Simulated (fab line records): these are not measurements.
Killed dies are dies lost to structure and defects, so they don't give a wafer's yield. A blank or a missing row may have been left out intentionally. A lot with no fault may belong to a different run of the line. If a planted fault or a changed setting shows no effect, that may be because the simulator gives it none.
Chamber matching -- flow gf180mcu -- GF_CONTACT_CMP_04 on cmp-02: 4 sister chambers
The step polishes SiO2. 16 wafers are shown with their chamber, then 8 later ones without.

WAFERS PAIRED WITH THEIR CHAMBERS
wafer,chamber,motorCurrentA (A),timeToEndpointS (s)
L309.1,2,10.8,107
L309.2,0,12.0,114
L309.3,3,13.2,115
L311.1,3,12.9,108
L311.5,1,12.8,110
L311.6,0,11.9,113
L315.3,1,12.6,104
L315.5,2,10.0,107
L315.6,1,12.2,111
L317.1,2,9.7,103
L317.2,3,13.0,113
L317.3,0,12.3,109
L324.1,3,13.5,108
L324.5,1,12.9,116
L324.6,2,10.2,110
L325.2,2,9.6,106

SIGNATURES (means of the wafers above)
reading,chamber 0,chamber 1,chamber 2,chamber 3,scatter within a chamber
motorCurrentA,12.067,12.625,10.060,13.150,0.353
timeToEndpointS,112.00,110.25,106.60,111.00,3.53
Rule: a wafer lies at a distance from a chamber equal to the root of the sum of squares, over the readings, of (its reading less the chamber's mean, divided by the reading's scatter). If the next closest chamber is less than 2 further off than the closest, the wafer can't be placed; otherwise it belongs to the closest. How the scatter is found: for the shown wafers, subtract from each reading the mean of its chamber, square and add these, divide the total by (wafers less chambers), then take the root.

WAFERS WITH NO CHAMBER GIVEN
wafer,motorCurrentA (A),timeToEndpointS (s)
L325.4,12.6,119
L325.6,9.9,113
L327.1,12.1,107
L327.4,10.2,109
L327.6,12.5,116
L329.3,9.8,106
L329.4,13.4,112
L329.6,13.0,115

THE CHAMBER EACH PASSED THROUGH
wafer,from the rows above,in truth
L325.4,can't be placed: 1 or 0 or 3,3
L325.6,2,2
L327.1,can't be placed: 0 or 1 or 3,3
L327.4,2,2
L327.6,can't be placed: 1 or 0 or 3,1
L329.3,2,2
L329.4,can't be placed: 3 or 1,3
L329.6,can't be placed: 3 or 1 or 0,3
Correctly placed: 3 of 8. Can't be placed from these rows: 5 (the true chamber is among the candidates in 5). Wrongly placed: 0.
